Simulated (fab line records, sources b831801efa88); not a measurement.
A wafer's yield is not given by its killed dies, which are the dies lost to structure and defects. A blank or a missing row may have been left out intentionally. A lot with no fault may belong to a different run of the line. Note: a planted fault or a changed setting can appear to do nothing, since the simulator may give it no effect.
Lot-split experiment ; flow sfq-line ; route with 325 steps; 5 lots, 27 wafers read

THE SPLIT
At SFQ_TRILAYER_C5_BARC_OPEN_VIA_ETCH_210 (etches BARC in O2, target depth 125 nm, time 41.7 s), the setting time-s was moved away from the recipe's 41.7 s on 9 of the 27 wafers read, by +20.7% to +24.6%. The other wafers ran this setting at the recipe's value.

The reading comes from the split's own step.

THE READING
oes-product-au, in a.u., at SFQ_TRILAYER_C5_BARC_OPEN_VIA_ETCH_210 (etches BARC in O2, target depth 125 nm, time 41.7 s). Typical for fault-free wafers on this fab line: 0.686 a.u., with standard deviation 0.0044 a.u.

wafer;tool, chamber at the split;time-s as run, s;against the recipe;oes-product-au, a.u.;against lot-mates on the recipe
L074.1;rie-diel-03, 1;50.35;+20.7%;0.662;-0.025
L074.2;rie-diel-03, 0;50.35;+20.7%;0.659;-0.028
L074.3;rie-diel-03, 3;41.7;recipe;0.688;-
L074.4;rie-diel-03, 2;41.7;recipe;0.689;-
L074.5;rie-diel-03, 1;50.35;+20.7%;0.675;-0.012
L074.6;rie-diel-03, 2;41.7;recipe;0.683;-
L076.1;rie-diel-02, 1;41.7;recipe;0.688;-
L076.2;rie-diel-02, 3;41.7;recipe;0.688;-
L076.3;rie-diel-02, 0;41.7;recipe;0.692;-
L076.4;rie-diel-02, 2;41.7;recipe;0.684;-
L076.5;rie-diel-02, 1;41.7;recipe;0.686;-
L076.6;rie-diel-02, 0;41.7;recipe;0.687;-
L079.1;rie-diel-04, 1;41.7;recipe;0.686;-
L079.2;rie-diel-04, 0;51.96;+24.6%;0.658;-0.030
L079.3;rie-diel-04, 3;51.96;+24.6%;0.665;-0.023
L079.4;rie-diel-04, 2;51.96;+24.6%;0.661;-0.027
L079.5;rie-diel-04, 0;41.7;recipe;0.689;-
L079.6;rie-diel-04, 3;41.7;recipe;0.689;-
L080.1;rie-diel-04, 0;51.28;+23.0%;0.655;-0.027
L080.2;rie-diel-04, 3;51.28;+23.0%;0.658;-0.024
L080.3;rie-diel-04, 2;41.7;recipe;0.681;-
L080.4;rie-diel-04, 1;51.28;+23.0%;0.659;-0.023
L080.5;rie-diel-04, 0;41.7;recipe;0.678;-
L080.6;rie-diel-04, 1;41.7;recipe;0.687;-
L084.1;rie-diel-03, 0;41.7;recipe;0.693;-
L084.4;rie-diel-03, 0;41.7;recipe;0.689;-
L084.5;rie-diel-03, 2;41.7;recipe;0.690;-

FIT RESULTS
A straight line over all 27 wafers: oes-product-au changes by -0.00113 a.u. for each +1% of time-s; r = -0.95; the points scatter about the line by 0.0044 a.u.
The same after taking each lot's own level away (the mean of its wafers on the recipe; 27 wafers): -0.00107 a.u. for each +1%; r = -0.96; scatter 0.0034 a.u.
The reading moves by 0.026 a.u. for the largest change in time-s, on that fit.
The span of the lots' own levels, 0.6820 to 0.6907 a.u., comes to 2.0 times the standard deviation stated above.
Consequently the slope shifts little with the lot-to-lot level, the two slopes agreeing.
Check: for one of the wafers moved furthest among these (+24.6%), held out of the fit, the line's prediction against its lot-mates is -0.0256 a.u. It came out at -0.03 a.u. against them.
Tool readings at the split's step, against how far the setting was moved: oes-product-au r = -0.95.

ADDITIONAL SPLITS CARRIED BY THESE WAFERS
Before the reading, these wafers also passed through other splits. Each is held against what the fit with the lots' levels taken away leaves over:
other split on the same wafers;wafers away from the commonest value;r with oes-product-au (lot level and that fit taken away)
SFQ_TRILAYER_I3_DEP_PECVD_081 time-s;9;+0.15
SFQ_TRILAYER_JJ_TRILAYER_DEP_SPUTTER_110 time-s;12;+0.30
SFQ_TRILAYER_R5_DEP_SPUTTER_133 time-s;12;+0.26

THE WHOLE CHAIN: every reading that the file lists as answering this split, in the file's order
step;what it does;reading;change (the file's fit);r (the file's)
SFQ_TRILAYER_C5_BARC_OPEN_VIA_ETCH_210;etches BARC in O2, target depth 125 nm, time 41.7 s;oes-product-au;-0.00106 a.u. for each +1% of the setting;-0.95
SFQ_TRILAYER_C5_BARC_OPEN_VIA_ETCH_210;etches BARC in O2, target depth 125 nm, time 41.7 s;KrF_of_TRILAYER_C5_LITHO_COAT_151.thk-nm (the simulator's own value, which no gauge read);-0.477 nm for each +1% of the setting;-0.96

THE FILE'S OWN FIT
oes-product-au changes by -0.00106 a.u. for each +1% of time-s, r = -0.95.
